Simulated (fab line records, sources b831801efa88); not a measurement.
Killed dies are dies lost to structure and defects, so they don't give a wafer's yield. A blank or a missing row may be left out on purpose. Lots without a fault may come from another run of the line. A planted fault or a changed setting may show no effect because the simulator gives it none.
Split-lot experiment | flow sky130 | 5 lots, 23 wafers read, on a route of 708 steps

THE SPLIT
At SKY_SD_N_COAT_02 (resist thk 1140 nm), the setting resist_thk_nm was moved away from the recipe's 1140 nm on 7 of the 23 wafers read, by -3.0% to +3.3%. The other wafers ran this setting at the recipe's value.

The reading is taken at the split's own step.

THE READING
NOVOLAK_of_SD_N_COAT_02.thk_nm (the simulator's own value, which no gauge read), in nm, at SKY_SD_N_COAT_02 (resist thk 1140 nm). The file gives no usual value for it. The 16 wafers here that ran the recipe average 1139 nm, standard deviation 3.4 nm.

wafer  | tool, chamber at the split | resist_thk_nm as run, nm | against the recipe | NOVOLAK_of_SD_N_COAT_02.thk_nm, nm | against lot-mates on the recipe
L074.2 | litho_track-03, 0          | 1140                     | recipe             | 1137                               | -
L074.6 | litho_track-03, 0          | 1140                     | recipe             | 1137                               | -
L074.3 | litho_track-03, 0          | 1106                     | -3.0%              | 1103                               | -34
L074.5 | litho_track-03, 0          | 1106                     | -3.0%              | 1103                               | -34
L074.4 | litho_track-03, 0          | 1140                     | recipe             | 1136                               | -
L078.1 | litho_track-04, 0          | 1140                     | recipe             | 1135                               | -
L078.3 | litho_track-04, 0          | 1140                     | recipe             | 1135                               | -
L078.4 | litho_track-04, 0          | 1140                     | recipe             | 1134                               | -
L080.1 | litho_track-04, 0          | 1178                     | +3.3%              | 1177                               | +38
L080.3 | litho_track-04, 0          | 1140                     | recipe             | 1141                               | -
L080.4 | litho_track-04, 0          | 1140                     | recipe             | 1138                               | -
L080.5 | litho_track-04, 0          | 1140                     | recipe             | 1139                               | -
L080.6 | litho_track-04, 0          | 1178                     | +3.3%              | 1174                               | +35
L083.1 | litho_track-02, 0          | 1140                     | recipe             | 1145                               | -
L083.2 | litho_track-02, 0          | 1140                     | recipe             | 1144                               | -
L083.3 | litho_track-02, 0          | 1140                     | recipe             | 1142                               | -
L083.4 | litho_track-02, 0          | 1140                     | recipe             | 1142                               | -
L083.6 | litho_track-02, 0          | 1140                     | recipe             | 1141                               | -
L082.1 | litho_track-03, 0          | 1140                     | recipe             | 1134                               | -
L082.2 | litho_track-03, 0          | 1119                     | -1.8%              | 1116                               | -20
L082.3 | litho_track-03, 0          | 1119                     | -1.8%              | 1116                               | -20
L082.4 | litho_track-03, 0          | 1140                     | recipe             | 1138                               | -
L082.6 | litho_track-03, 0          | 1119                     | -1.8%              | 1118                               | -18

THE FIT
A straight line over all 23 wafers: NOVOLAK_of_SD_N_COAT_02.thk_nm changes by +11.5 nm for each +1% of resist_thk_nm; r = +0.99; the points scatter about the line by 3.1 nm.
The same after taking each lot's own level away (the mean of its wafers on the recipe; 23 wafers): +10.9 nm for each +1%; r = +1.00; scatter 1.3 nm.
On that fit, the largest move of resist_thk_nm shifts the reading by 36 nm.
The lots' own levels span 1134.7 to 1142.8 nm, that is 2.4 times the standard deviation above.
So the lot-to-lot level changes the slope little: the two slopes agree.
Check: with one of the wafers moved furthest among these (+3.3%) left out of the fit, the line predicts +35.9 nm for it against its lot-mates. It came out at +37.7 nm against them.

THE FILE'S OWN FIT
NOVOLAK_of_SD_N_COAT_02.thk_nm changes by +11 nm for each +1% of resist_thk_nm, r = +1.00.
